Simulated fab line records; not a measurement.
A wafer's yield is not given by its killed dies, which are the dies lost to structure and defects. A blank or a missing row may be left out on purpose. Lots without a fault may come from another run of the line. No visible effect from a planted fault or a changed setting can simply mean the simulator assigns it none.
fab line records	flow gf180mcu
record lots=24	wafers=72	last_day=34
route steps=602 shown DNWELL@40 VT_IMPLANT@97 DUAL_GATE@144 M1@331
lots with no fault: from the same line, run without faults
start_h: hours from the record's opening day to when the first of the lot's shown wafers began	wait_h: hours since the lot's step before	" as in the row above	L1.1+2: a row that stands for several wafers	- value missing, or start not given	* or withheld: withheld	< > ~ a bound
route shown NAME@n: a module of which the file shows steps, and the number in the route of the first	usual: mean/standard deviation of fault-free wafers	same: alike in all rows	chamber/n: place in a boat	sites: per-site readings	_std_site: standard deviation across them	_edge_site: inner sites' mean taken away from outer sites' mean	radius_mm: for every site, how far away it sits from the centre of the wafer	mask NAME#n: copy n	behind: tool/chamber where the wafer was last shaped	hold: reason for holding the lot/hours on hold/outcome of the hold	device: names the non-switching transistor (n, p or np)	end of line: tests run on the same wafers once the route is complete	a step given without rows: its recipe and nothing more	killed: at the first sort, the dies lost to defects and structure; wafer yield is something else	map: shows each die of a wafer: x if killed, . if not, _ if none is there
set.NAME: setting as actually run; set.NAME@STEP: the setting as run at that earlier step	model.NAME: the simulator's own value behind a step, which no gauge read
steps of the route over a sample of lots; a table a step, a row a wafer
services: the hour from which a tool's chamber was out of use, counted from the record's first day as start_h (under 0 if before that day), plus the number of hours and why
## steps
# step GF_DNWELL_STRIP_08
# recipe chemistry=O2/N2	power_w=1400	pressure_mtorr=1500	platen_temp_c=250	o2_flow_sccm=3000	n2_flow_sccm=300	overash_fraction=0.5
# usual chamber_pressure_mTorr=1499.9/1.4	drypump_motor_current_A=5.5/0.45	heater_power_w=329/29	oes_product_au=0.722/0.0038	strip_time_to_endpoint_s=36.97/0.12
lot.wafer	tool	chamber	start_h	wait_h	chamber_pressure_mTorr	drypump_motor_current_A	heater_power_w	oes_product_au	rf_hours_counter_h	strip_time_to_endpoint_s
L074.3	plasma_asher-02	0	43.21	0.1	1501.5	4.9	362	0.727	-	37.04
L074.5	"	0	"	"	1500.9	4.9	364	0.723	-	37.00
L074.6	"	1	"	"	1500.4	6.0	355	0.721	-	37.13
L075.2	plasma_asher-02	1	48.09	0.1	1497.6	6.0	342	0.722	38	36.83
L075.3	"	0	"	"	1497.7	4.9	362	0.727	-	36.92
L075.5	"	0	"	"	1499.5	4.9	353	0.722	-	36.85
L076.4	plasma_asher-02	0	54.06	0.1	1499.8	4.9	357	0.720	-	36.99
L076.5	"	1	"	"	1501.1	6.0	345	0.719	-	36.95
L076.6	"	0	"	"	1500.6	4.9	354	0.714	-	37.02
L077.3	plasma_asher-01	1	58.33	0.1	1500.3	5.6	300	0.729	-	36.88
L077.5	"	0	"	"	1503.1	5.3	351	0.730	-	36.82
L077.6	"	1	"	"	1496.8	5.6	302	0.722	-	36.89
L078.1	plasma_asher-04	1	63.04	0.1	1502.6	5.2	322	0.716	26	37.06
L078.5	"	0	"	"	1497.9	5.8	278	0.719	-	36.98
L078.6	"	1	"	"	1500.9	5.2	323	0.718	-	36.99
L079.2	plasma_asher-02	1	69.31	0.2	1501.6	6.0	344	0.719	41	37.02
L079.3	"	1	"	"	1500.7	6.0	348	0.723	-	37.04
L079.4	"	0	"	"	1500.4	4.9	361	0.722	-	37.13
L080.1	plasma_asher-02	1	73.62	0.1	1498.6	6.0	341	0.725	42	36.73
L080.2	"	0	"	"	1500.7	4.9	357	0.718	42	36.94
L080.3	"	0	"	"	1499.5	4.9	372	0.722	-	36.84
L081.2	plasma_asher-02	1	79.14	0.1	1499.4	6.0	342	0.723	42	37.05
L081.4	"	0	"	"	1500.8	4.9	349	0.727	-	37.11
L081.6	"	0	"	"	1501.8	4.9	365	0.720	-	37.06
L082.3	plasma_asher-04	1	85.01	0.1	1499.9	5.1	327	0.722	-	36.94
L082.4	"	0	"	"	1500.6	5.8	281	0.722	-	37.03
L082.5	"	1	"	"	1498.9	5.1	315	0.722	-	36.92
L083.1	plasma_asher-04	0	91.37	0.1	1499.0	5.8	283	0.721	29	37.07
L083.4	"	0	"	"	1499.1	5.8	279	0.721	-	37.24
L083.6	"	0	"	"	1499.7	5.8	280	0.718	-	37.08
L084.1	plasma_asher-01	0	96.87	0.1	1499.8	5.2	336	0.732	42	36.97
L084.2	"	1	"	"	1497.6	5.6	303	0.720	42	37.00
L084.4	"	0	"	"	1500.8	5.2	345	0.717	-	36.98
L085.2	plasma_asher-02	1	102.39	0.1	1500.0	6.0	346	0.718	45	37.05
L085.3	"	0	"	"	1499.3	4.9	364	0.724	-	37.03
L085.5	"	1	"	"	1502.4	6.0	354	0.715	-	37.01
L086.1	plasma_asher-04	1	105.67	0.1	1497.9	5.2	326	0.724	31	37.04
L086.2	"	0	"	"	1499.6	5.8	289	0.726	31	36.98
L086.6	"	1	"	"	1500.3	5.2	321	0.721	-	36.95
L087.1	plasma_asher-04	1	111.22	0.1	1500.1	5.2	321	0.726	31	36.88
L087.3	"	1	"	"	1499.8	5.1	317	0.720	-	36.98
L087.4	"	0	"	"	1501.9	5.8	284	0.725	-	36.99
L088.2	plasma_asher-02	0	118.02	0.1	1501.5	4.9	357	0.723	47	36.96
L088.3	"	0	"	"	1502.4	4.9	359	0.723	-	36.95
L088.5	"	1	"	"	1498.4	6.0	352	0.726	-	36.89
L089.3	plasma_asher-02	1	123.82	0.1	1502.2	6.0	345	0.730	-	36.77
L089.4	"	0	"	"	1499.9	4.9	360	0.726	-	36.72
L089.6	"	0	"	"	1498.9	4.9	362	0.717	-	36.62
L090.3	plasma_asher-02	1	127.62	0.1	1499.1	6.0	347	0.726	-	36.95
L090.4	"	0	"	"	1499.4	4.9	360	0.723	-	36.88
L090.5	"	0	"	"	1499.0	4.9	371	0.725	-	36.89
L091.2	plasma_asher-01	0	132.59	0.1	1499.7	5.2	321	0.728	1	37.06
L091.3	"	0	"	"	1498.1	5.2	321	0.716	-	37.00
L091.6	"	0	"	"	1499.6	5.2	330	0.726	-	36.92
L092.2	plasma_asher-04	0	139.87	0.1	1501.3	5.8	282	0.722	35	36.83
L092.3	"	0	"	"	1498.9	5.8	281	0.719	-	36.72
L092.5	"	1	"	"	1500.2	5.2	312	0.724	-	36.70
L093.1	plasma_asher-04	1	143.54	0.1	1500.5	5.2	321	0.719	35	36.98
L093.5	"	1	"	"	1499.8	5.2	312	0.718	-	36.84
L093.6	"	0	"	"	1501.9	5.8	283	0.729	-	36.93
L094.1	plasma_asher-01	0	148.84	0.1	1499.6	5.2	324	0.719	3	37.08
L094.3	"	0	"	"	1498.8	5.2	328	0.720	-	37.06
L094.5	"	0	"	"	1498.6	5.2	321	0.725	-	37.20
L095.1	plasma_asher-04	0	155.42	0.1	1499.0	5.8	284	0.723	36	36.90
L095.4	"	1	"	"	1499.5	5.2	322	0.722	-	36.89
L095.5	"	1	"	"	1499.2	5.2	317	0.725	-	36.88
L096.1	plasma_asher-02	1	160.87	0.1	1501.6	6.0	338	0.723	51	37.03
L096.3	"	1	"	"	1499.9	6.0	334	0.725	-	37.01
L096.5	"	0	"	"	1501.0	4.9	359	0.719	-	37.03
L097.3	plasma_asher-02	0	164.71	0.1	1499.4	4.9	358	0.720	-	37.16
L097.5	"	1	"	"	1502.5	6.0	350	0.728	-	37.13
L097.6	"	0	"	"	1502.6	4.9	368	0.716	-	37.17
# step GF_VT_IMPLANT_OVL_MEAS_07
# usual VT_IMPLANT_OVL=-0.3/1.3
lot.wafer	tool	chamber	start_h	wait_h	VT_IMPLANT_OVL[nm]
L074.3	overlay-02	-	111.82	0.1	0.8
L074.5	"	-	"	"	1.9
L074.6	"	-	"	"	2.6
L075.2	overlay-01	-	117.85	0.1	-0.2
L075.3	"	-	"	"	-0.3
L075.5	"	-	"	"	-1.3
L076.4	overlay-01	-	125.49	0.1	-2.3
L076.5	"	-	"	"	-4.1
L076.6	"	-	"	"	-0.9
L077.3	overlay-01	-	129.97	0.1	-1.8
L077.5	"	-	"	"	1.1
L077.6	"	-	"	"	0.1
L078.1	overlay-02	-	135.79	0.1	-1.0
L078.5	"	-	"	"	0.5
L078.6	"	-	"	"	-0.4
L079.2	overlay-01	-	143.21	0.1	0.5
L079.3	"	-	"	"	1.8
L079.4	"	-	"	"	-1.7
L080.1	overlay-02	-	148.34	0.1	-2.1
L080.2	"	-	"	"	-0.5
L080.3	"	-	"	"	-1.3
L081.2	overlay-02	-	154.13	0.1	2.7
L081.4	"	-	"	"	2.2
L081.6	"	-	"	"	2.9
L082.3	overlay-02	-	161.37	0.1	0.5
L082.4	"	-	"	"	-0.6
L082.5	"	-	"	"	0.9
L083.1	overlay-01	-	169.19	0.1	1.4
L083.4	"	-	"	"	-1.5
L083.6	"	-	"	"	0.8
L084.1	overlay-01	-	174.87	0.1	-3.4
L084.2	"	-	"	"	-2.5
L084.4	"	-	"	"	-2.2
L085.2	overlay-02	-	180.63	0.1	-1.0
L085.3	"	-	"	"	-1.7
L085.5	"	-	"	"	-0.7
L086.1	overlay-02	-	185.56	0.1	-1.6
L086.2	"	-	"	"	-2.1
L086.6	"	-	"	"	-0.5
L087.1	overlay-02	-	191.87	0.1	-0.6
L087.3	"	-	"	"	0.8
L087.4	"	-	"	"	-2.3
L088.2	overlay-02	-	198.36	0.1	-1.6
L088.3	"	-	"	"	-0.7
L088.5	"	-	"	"	0.2
L089.3	overlay-01	-	205.68	0.1	-2.9
L089.4	"	-	"	"	-1.8
L089.6	"	-	"	"	-1.8
L090.3	overlay-02	-	211.77	0.1	0.8
L090.4	"	-	"	"	-0.6
L090.5	"	-	"	"	2.5
L091.2	overlay-02	-	216.23	0.1	-0.1
L091.3	"	-	"	"	-1.5
L091.6	"	-	"	"	-0.5
L092.2	overlay-01	-	224.71	0.1	-0.6
L092.3	"	-	"	"	0.1
L092.5	"	-	"	"	2.4
L093.1	overlay-02	-	230.24	0.1	-0.3
L093.5	"	-	"	"	-0.4
L093.6	"	-	"	"	0.8
L094.1	overlay-01	-	236.12	0.1	-3.1
L094.3	"	-	"	"	-2.2
L094.5	"	-	"	"	1.2
L095.1	overlay-01	-	241.92	0.1	-0.4
L095.4	"	-	"	"	0.5
L095.5	"	-	"	"	1.2
L096.1	overlay-02	-	249.22	0.1	-0.9
L096.3	"	-	"	"	0.0
L096.5	"	-	"	"	-1.1
L097.3	overlay-01	-	252.63	0.1	0.5
L097.5	"	-	"	"	1.1
L097.6	"	-	"	"	-1.4
# step GF_VT_IMPLANT_STRIP_31
# recipe chemistry=O2/N2	power_w=1400	pressure_mtorr=1500	platen_temp_c=250	o2_flow_sccm=3000	n2_flow_sccm=300	overash_fraction=0.5
# usual chamber_pressure_mTorr=1499.9/1.5	drypump_motor_current_A=5.6/0.46	heater_power_w=334/37	oes_product_au=0.716/0.0046	strip_time_to_endpoint_s=12.62/0.034
lot.wafer	tool	chamber	start_h	wait_h	chamber_pressure_mTorr	drypump_motor_current_A	heater_power_w	oes_product_au	rf_hours_counter_h	strip_time_to_endpoint_s
L074.3	plasma_asher-02	0	142.39	0.1	1501.7	4.9	361	0.717	-	12.58
L074.5	"	0	"	"	1497.7	4.9	367	0.715	-	12.60
L074.6	"	1	"	"	1500.6	6.0	344	0.709	-	12.61
L075.2	plasma_asher-04	0	148.81	0.1	1498.7	5.8	282	0.715	36	12.67
L075.3	"	1	"	"	1500.1	5.2	324	0.717	-	12.65
L075.5	"	1	"	"	1498.5	5.2	321	0.717	-	12.71
L076.4	plasma_asher-04	1	157.83	0.1	1502.0	5.1	329	0.707	-	12.55
L076.5	"	1	"	"	1502.2	5.1	325	0.717	-	12.58
L076.6	"	0	"	"	1499.4	5.8	286	0.718	-	12.59
L077.3	plasma_asher-04	0	161.39	0.1	1500.2	5.8	286	0.720	-	12.64
L077.5	"	0	"	"	1501.0	5.8	284	0.719	-	12.65
L077.6	"	1	"	"	1498.1	5.2	315	0.716	-	12.64
L078.1	plasma_asher-04	1	169.08	0.1	1501.9	5.2	321	0.712	38	12.59
L078.5	"	0	"	"	1499.8	5.8	281	0.703	-	12.60
L078.6	"	1	"	"	1499.6	5.2	314	0.716	-	12.59
L079.2	plasma_asher-02	0	175.53	0.1	1497.5	4.9	368	0.728	53	12.63
L079.3	"	0	"	"	1501.6	4.9	364	0.717	-	12.67
L079.4	"	1	"	"	1501.4	6.0	339	0.713	-	12.63
L080.1	plasma_asher-03	0	182.06	0.1	1498.8	5.8	336	0.712	53	12.60
L080.2	"	1	"	"	1500.8	6.3	400	0.720	53	12.56
L080.3	"	0	"	"	1499.6	5.8	341	0.716	-	12.62
L081.2	plasma_asher-02	0	188.06	0.1	1499.0	4.9	362	0.721	54	12.66
L081.4	"	1	"	"	1499.1	6.0	347	0.716	-	12.63
L081.6	"	1	"	"	1499.1	6.0	337	0.718	-	12.64
L082.3	plasma_asher-02	0	195.44	0.1	1498.3	4.9	362	0.716	-	12.59
L082.4	"	1	"	"	1499.3	6.0	347	0.719	-	12.64
L082.5	"	1	"	"	1500.1	6.0	348	0.710	-	12.57
L083.1	plasma_asher-04	0	203.08	0.1	1498.2	5.8	288	0.715	41	12.58
L083.4	"	1	"	"	1499.3	5.2	319	0.722	-	12.61
L083.6	"	0	"	"	1500.0	5.8	279	0.717	-	12.62
L084.1	plasma_asher-03	0	210.48	0.1	1498.3	5.8	347	0.719	56	12.66
L084.2	"	1	"	"	1501.7	6.2	402	0.717	56	12.64
L084.4	"	0	"	"	1499.9	5.8	338	0.709	-	12.68
L085.2	plasma_asher-04	1	215.46	0.1	1499.0	5.1	314	0.722	43	12.58
L085.3	"	0	"	"	1500.3	5.8	287	0.723	-	12.55
L085.5	"	1	"	"	1502.4	5.1	317	0.712	-	12.57
L086.1	plasma_asher-04	1	221.21	0.1	1498.7	5.1	322	0.714	43	12.65
L086.2	"	0	"	"	1499.5	5.8	292	0.719	43	12.60
L086.6	"	0	"	"	1498.6	5.8	280	0.711	-	12.63
L087.1	plasma_asher-02	0	226.67	0.1	1499.4	4.9	364	0.713	58	12.60
L087.3	"	1	"	"	1499.1	6.0	334	0.716	-	12.56
L087.4	"	0	"	"	1501.7	4.9	366	0.718	-	12.59
L088.2	plasma_asher-03	0	234.81	0.1	1500.1	5.8	348	0.715	59	12.64
L088.3	"	1	"	"	1500.5	6.3	405	0.709	-	12.64
L088.5	"	1	"	"	1500.8	6.3	409	0.711	-	12.63
L089.3	plasma_asher-04	0	241.26	0.1	1500.0	5.8	279	0.714	-	12.64
L089.4	"	1	"	"	1501.6	5.2	321	0.717	-	12.59
L089.6	"	0	"	"	1499.3	5.8	281	0.717	-	12.57
L090.3	plasma_asher-03	0	246.84	0.1	1499.8	5.8	343	0.710	-	12.62
L090.4	"	1	"	"	1499.3	6.2	402	0.715	-	12.63
L090.5	"	0	"	"	1499.3	5.8	342	0.719	-	12.60
L091.2	plasma_asher-03	1	253.24	0.1	1500.6	6.3	398	0.715	60	12.66
L091.3	"	0	"	"	1500.9	5.7	336	0.717	-	12.66
L091.6	"	0	"	"	1499.2	5.8	342	0.718	-	12.63
L092.2	plasma_asher-02	1	261.64	0.1	1502.2	6.0	346	0.720	62	12.60
L092.3	"	0	"	"	1501.4	4.9	352	0.722	-	12.61
L092.5	"	1	"	"	1502.0	6.0	347	0.713	-	12.58
L093.1	plasma_asher-04	1	267.96	0.1	1500.5	5.1	320	0.712	49	12.60
L093.5	"	0	"	"	1497.0	5.8	286	0.721	-	12.65
L093.6	"	1	"	"	1500.9	5.1	326	0.715	-	12.60
L094.1	plasma_asher-04	1	274.46	0.1	1500.6	5.2	322	0.714	49	12.61
L094.3	"	1	"	"	1498.5	5.2	317	0.715	-	12.60
L094.5	"	0	"	"	1501.4	5.8	282	0.719	-	12.62
L095.1	plasma_asher-04	1	280.14	0.1	1499.3	5.2	309	0.716	50	12.62
L095.4	"	0	"	"	1497.8	5.8	282	0.722	-	12.58
L095.5	"	0	"	"	1499.7	5.8	284	0.712	-	12.59
L096.1	plasma_asher-03	0	287.59	0.1	1498.6	5.8	345	0.728	64	12.66
L096.3	"	1	"	"	1504.2	6.2	404	0.715	-	12.68
L096.5	"	1	"	"	1498.5	6.2	404	0.718	-	12.67
L097.3	plasma_asher-02	1	291.32	0.1	1499.3	6.0	340	0.720	-	12.64
L097.5	"	1	"	"	1499.0	6.0	340	0.724	-	12.63
L097.6	"	0	"	"	1497.6	4.9	365	0.709	-	12.64
# step GF_VT_IMPLANT_OVL_MEAS_40
# usual VT_IMPLANT_03_OVL=-1.0/1.2
lot.wafer	tool	chamber	start_h	wait_h	VT_IMPLANT_03_OVL[nm]
L074.3	overlay-01	-	158.49	0.1	-1.1
L074.5	"	-	"	"	-0.8
L074.6	"	-	"	"	-0.9
L075.2	overlay-02	-	164.83	0.1	-1.6
L075.3	"	-	"	"	-0.2
L075.5	"	-	"	"	-1.3
L076.4	overlay-01	-	174.01	0.1	-1.7
L076.5	"	-	"	"	-2.4
L076.6	"	-	"	"	-2.0
L077.3	overlay-02	-	178.20	0.1	-3.0
L077.5	"	-	"	"	-1.8
L077.6	"	-	"	"	-1.3
L078.1	overlay-02	-	186.16	0.1	-1.3
L078.5	"	-	"	"	-0.5
L078.6	"	-	"	"	-2.0
L079.2	overlay-01	-	192.55	0.1	-1.5
L079.3	"	-	"	"	-2.1
L079.4	"	-	"	"	-3.8
L080.1	overlay-01	-	198.66	0.1	-1.2
L080.2	"	-	"	"	-0.2
L080.3	"	-	"	"	-0.7
L081.2	overlay-02	-	205.31	0.1	-1.3
L081.4	"	-	"	"	-2.0
L081.6	"	-	"	"	0.1
L082.3	overlay-02	-	213.05	0.1	0.6
L082.4	"	-	"	"	-1.2
L082.5	"	-	"	"	-0.5
L083.1	overlay-01	-	220.14	0.1	-3.1
L083.4	"	-	"	"	-1.3
L083.6	"	-	"	"	-1.8
L084.1	overlay-01	-	228.42	0.1	-2.6
L084.2	"	-	"	"	-1.9
L084.4	"	-	"	"	-4.1
L085.2	overlay-01	-	233.39	0.1	-0.3
L085.3	"	-	"	"	0.3
L085.5	"	-	"	"	-0.8
L086.1	overlay-02	-	239.30	0.1	1.5
L086.2	"	-	"	"	-0.6
L086.6	"	-	"	"	-1.9
L087.1	overlay-01	-	244.44	0.1	1.2
L087.3	"	-	"	"	0.2
L087.4	"	-	"	"	-1.7
L088.2	overlay-02	-	252.76	0.1	-0.7
L088.3	"	-	"	"	-0.6
L088.5	"	-	"	"	0.4
L089.3	overlay-02	-	259.27	0.1	-0.5
L089.4	"	-	"	"	0.2
L089.6	"	-	"	"	-0.8
L090.3	overlay-02	-	265.62	0.1	-1.2
L090.4	"	-	"	"	-1.0
L090.5	"	-	"	"	-1.6
L091.2	overlay-02	-	272.21	0.1	0.4
L091.3	"	-	"	"	-0.2
L091.6	"	-	"	"	1.0
L092.2	overlay-01	-	280.94	0.1	-1.9
L092.3	"	-	"	"	-3.3
L092.5	"	-	"	"	-0.9
L093.1	overlay-01	-	286.80	0.1	-1.8
L093.5	"	-	"	"	0.3
L093.6	"	-	"	"	-1.1
L094.1	overlay-01	-	293.64	0.1	-1.3
L094.3	"	-	"	"	-0.7
L094.5	"	-	"	"	-0.4
L095.1	overlay-01	-	300.50	0.1	-1.0
L095.4	"	-	"	"	-0.1
L095.5	"	-	"	"	-2.3
L096.1	overlay-02	-	307.60	0.1	0.3
L096.3	"	-	"	"	-2.1
L096.5	"	-	"	"	-2.2
L097.3	overlay-01	-	311.88	0.1	-1.5
L097.5	"	-	"	"	-1.1
L097.6	"	-	"	"	-0.1
# step GF_DUAL_GATE_THK_MEAS_03
# recipe reads=SiO2_of_DUAL_GATE_OXIDATION_02
# usual DUAL_GATE_OXIDATION_00_THK=10.87/0.21
lot.wafer	tool	chamber	start_h	wait_h	DUAL_GATE_OXIDATION_00_THK[nm]
L074.3	film_metro-02	-	161.10	0.0	11.32
L074.5	"	-	"	"	11.23
L074.6	"	-	"	"	11.23
L075.2	film_metro-01	-	167.97	0.0	11.05
L075.3	"	-	"	"	11.14
L075.5	"	-	"	"	10.98
L076.4	film_metro-02	-	176.62	0.0	10.84
L076.5	"	-	"	"	10.80
L076.6	"	-	"	"	10.73
L077.3	film_metro-01	-	180.90	0.0	10.73
L077.5	"	-	"	"	10.92
L077.6	"	-	"	"	10.75
L078.1	film_metro-01	-	188.96	0.0	10.94
L078.5	"	-	"	"	10.85
L078.6	"	-	"	"	10.87
L079.2	film_metro-03	-	196.23	0.0	10.35
L079.3	"	-	"	"	10.38
L079.4	"	-	"	"	10.67
L080.1	film_metro-03	-	202.57	0.0	10.94
L080.2	"	-	"	"	10.89
L080.3	"	-	"	"	11.07
L081.2	film_metro-02	-	207.97	0.0	10.53
L081.4	"	-	"	"	10.59
L081.6	"	-	"	"	10.84
L082.3	film_metro-01	-	216.67	0.0	11.00
L082.4	"	-	"	"	10.98
L082.5	"	-	"	"	10.87
L083.1	film_metro-03	-	223.16	0.0	10.73
L083.4	"	-	"	"	10.67
L083.6	"	-	"	"	10.75
L084.1	film_metro-03	-	232.30	0.0	10.92
L084.2	"	-	"	"	10.83
L084.4	"	-	"	"	11.09
L085.2	film_metro-03	-	236.13	0.0	11.03
L085.3	"	-	"	"	11.03
L085.5	"	-	"	"	10.87
L086.1	film_metro-01	-	242.10	0.0	10.62
L086.2	"	-	"	"	10.85
L086.6	"	-	"	"	10.76
L087.1	film_metro-01	-	248.87	0.0	11.09
L087.3	"	-	"	"	10.85
L087.4	"	-	"	"	11.06
L088.2	film_metro-03	-	255.86	0.0	11.16
L088.3	"	-	"	"	11.00
L088.5	"	-	"	"	11.12
L089.3	film_metro-02	-	261.91	0.0	11.01
L089.4	"	-	"	"	11.00
L089.6	"	-	"	"	10.99
L090.3	film_metro-01	-	268.24	0.0	10.91
L090.4	"	-	"	"	10.91
L090.5	"	-	"	"	11.08
L091.2	film_metro-01	-	274.82	0.0	10.77
L091.3	"	-	"	"	10.96
L091.6	"	-	"	"	10.88
L092.2	film_metro-03	-	284.63	0.0	10.62
L092.3	"	-	"	"	10.74
L092.5	"	-	"	"	10.60
L093.1	film_metro-01	-	289.64	0.0	11.05
L093.5	"	-	"	"	11.08
L093.6	"	-	"	"	11.09
L094.1	film_metro-02	-	296.27	0.0	10.57
L094.3	"	-	"	"	10.59
L094.5	"	-	"	"	10.75
L095.1	film_metro-01	-	303.11	0.0	10.93
L095.4	"	-	"	"	10.74
L095.5	"	-	"	"	10.58
L096.1	film_metro-03	-	310.22	0.0	10.43
L096.3	"	-	"	"	10.69
L096.5	"	-	"	"	10.75
L097.3	film_metro-02	-	314.50	0.0	10.91
L097.5	"	-	"	"	10.89
L097.6	"	-	"	"	10.79
# step GF_M1_METAL_ETCH_16
# recipe chemistry=Cl2/BCl3	mask_material=KrF	target_depth_nm=627.5	stop_on=SiO2	pressure_mtorr=8	icp_w=800	bias_w=140	Cl2_flow_sccm=80	bcl3_flow_sccm=40	time_s=104.6
# usual chamber_pressure_mTorr=8.000/0.0081	drypump_motor_current_A=5.8/0.65	oes_product_au=0.974/0.0062	throttle_valve_pct=28.247/0.011
lot.wafer	tool	chamber	start_h	wait_h	chamber_pressure_mTorr	drypump_motor_current_A	oes_product_au	rf_hours_counter_h	throttle_valve_pct
L074.3	rie_metal-03	1	391.53	0.1	8.009	6.6	0.970	-	28.255
L074.5	"	1	"	"	7.991	6.7	0.978	-	28.242
L074.6	"	0	"	"	8.012	5.6	0.970	-	28.244
L075.2	rie_metal-02	1	394.56	0.0	7.998	5.3	0.975	9.0	28.247
L075.3	"	0	"	"	8.000	5.2	0.977	-	28.231
L075.5	"	0	"	"	7.998	5.2	0.968	-	28.262
L076.4	rie_metal-03	1	410.33	0.0	7.994	6.6	0.979	-	28.242
L076.5	"	1	"	"	7.996	6.6	0.969	-	28.257
L076.6	"	0	"	"	8.001	5.6	0.977	-	28.250
L077.3	rie_metal-03	1	414.69	0.1	7.994	6.7	0.970	-	28.254
L077.5	"	1	"	"	7.996	6.6	0.974	-	28.257
L077.6	"	0	"	"	8.007	5.6	0.968	-	28.249
L078.1	rie_metal-02	1	425.24	0.0	8.002	5.3	0.971	9.9	28.238
L078.5	"	1	"	"	8.003	5.2	0.971	-	28.232
L078.6	"	0	"	"	7.996	5.2	0.978	-	28.254
L079.2	rie_metal-04	0	436.83	0.0	8.010	5.2	0.981	8.0	28.248
L079.3	"	0	"	"	7.994	5.2	0.980	-	28.258
L079.4	"	1	"	"	7.991	6.7	0.980	-	28.256
L080.1	rie_metal-02	0	444.66	0.0	8.005	5.2	0.970	6.2	28.241
L080.2	"	1	"	"	7.992	5.2	0.983	10.2	28.245
L080.3	"	1	"	"	8.000	5.3	0.971	-	28.245
L081.2	rie_metal-03	0	455.53	0.0	8.009	5.6	0.969	3.0	28.251
L081.4	"	0	"	"	8.011	5.6	0.969	-	28.276
L081.6	"	0	"	"	7.990	5.6	0.963	-	28.244
L082.3	rie_metal-02	1	465.21	0.1	7.991	5.2	0.964	-	28.263
L082.4	"	0	"	"	7.991	5.2	0.961	-	28.255
L082.5	"	0	"	"	8.001	5.2	0.958	-	28.261
L083.1	rie_metal-02	1	470.03	0.0	8.003	5.3	0.973	10.9	28.262
L083.4	"	0	"	"	7.994	5.2	0.971	-	28.260
L083.6	"	0	"	"	8.002	5.2	0.971	-	28.257
L084.1	rie_metal-04	1	484.53	0.0	8.002	6.7	0.970	7.5	28.245
L084.2	"	0	"	"	7.999	5.2	0.966	9.0	28.247
L084.4	"	0	"	"	7.998	5.2	0.970	-	28.254
L085.2	rie_metal-03	0	489.24	0.0	8.006	5.6	0.980	3.9	28.244
L085.3	"	0	"	"	7.986	5.6	0.978	-	28.247
L085.5	"	1	"	"	7.992	6.6	0.976	-	28.251
L086.1	rie_metal-03	0	499.28	0.0	7.998	5.6	0.966	4.2	28.257
L086.2	"	1	"	"	7.991	6.7	0.974	6.1	28.239
L086.6	"	1	"	"	7.992	6.6	0.982	-	28.248
L087.1	rie_metal-03	0	505.41	0.0	8.000	5.5	0.974	4.3	28.255
L087.3	"	1	"	"	7.997	6.7	0.979	-	28.241
L087.4	"	0	"	"	7.997	5.5	0.983	-	28.250
L088.2	rie_metal-02	1	513.22	0.0	7.998	5.3	0.974	11.7	28.243
L088.3	"	1	"	"	8.003	5.2	0.976	-	28.241
L088.5	"	1	"	"	7.994	5.3	0.966	-	28.240
L089.3	rie_metal-04	0	523.68	0.1	8.014	5.2	0.971	-	28.253
L089.4	"	1	"	"	8.003	6.7	0.972	-	28.254
L089.6	"	1	"	"	7.994	6.7	0.971	-	28.241
L090.3	rie_metal-03	1	529.24	0.1	7.991	6.6	0.985	-	28.224
L090.4	"	0	"	"	8.017	5.6	0.990	-	28.225
L090.5	"	1	"	"	8.003	6.7	0.989	-	28.227
L091.2	rie_metal-03	1	535.79	0.0	7.984	6.6	0.966	7.1	28.241
L091.3	"	0	"	"	7.999	5.6	0.968	-	28.248
L091.6	"	0	"	"	8.004	5.6	0.969	-	28.236
L092.2	rie_metal-04	0	547.02	0.0	8.006	5.2	0.967	10.2	28.255
L092.3	"	0	"	"	7.991	5.2	0.983	-	28.239
L092.5	"	1	"	"	7.999	6.7	0.977	-	28.246
L093.1	rie_metal-03	0	552.67	0.0	8.008	5.6	0.979	5.7	28.254
L093.5	"	0	"	"	7.985	5.6	0.967	-	28.251
L093.6	"	1	"	"	8.006	6.6	0.977	-	28.236
L094.1	rie_metal-04	1	561.47	0.0	7.991	6.7	0.975	9.0	28.256
L094.3	"	0	"	"	8.018	5.2	0.974	-	28.252
L094.5	"	1	"	"	7.994	6.7	0.970	-	28.253
L095.1	rie_metal-03	0	567.94	0.0	7.990	5.6	0.970	6.1	28.272
L095.4	"	0	"	"	8.004	5.6	0.980	-	28.240
L095.5	"	0	"	"	8.006	5.6	0.966	-	28.258
L096.1	rie_metal-02	0	577.71	0.0	7.997	5.1	0.967	10.3	28.256
L096.3	"	0	"	"	8.005	5.2	0.973	-	28.243
L096.5	"	0	"	"	7.996	5.2	0.968	-	28.248
L097.3	rie_metal-02	0	582.34	0.1	7.998	5.2	0.971	-	28.247
L097.5	"	0	"	"	8.006	5.2	0.984	-	28.240
L097.6	"	1	"	"	8.016	5.2	0.985	-	28.235
## services
tool	chamber	start_h	hours	kind
rie_metal-04	0	23.64	4.0	repair
rie_metal-02	-	52.62	1.4	pm
rie_metal-03	-	59.92	15.6	pm
plasma_asher-04	-	69.13	4.3	pm
rie_metal-02	-	82.79	1.0	repair
rie_metal-04	-	85.76	14.6	pm
rie_metal-03	1	94.22	11.1	repair
rie_metal-02	-	141.67	0.9	repair
rie_metal-03	1	187.88	22.8	repair
rie_metal-03	-	192.04	2.8	pm
plasma_asher-02	-	193.42	1.2	repair
rie_metal-03	-	233.32	1.4	pm
plasma_asher-03	-	255.20	3.5	repair
rie_metal-02	1	287.98	11.9	repair
rie_metal-02	0	294.51	13.7	repair
rie_metal-02	-	326.93	1.7	repair
rie_metal-02	-	329.06	1.4	repair
rie_metal-02	1	332.03	6.4	repair
rie_metal-04	-	344.40	2.8	pm
rie_metal-02	-	359.50	0.4	repair
plasma_asher-03	-	416.97	0.5	repair
plasma_asher-03	-	421.25	9.0	pm
plasma_asher-04	-	462.43	13.5	repair
plasma_asher-04	-	567.34	0.7	repair
## key
fault none
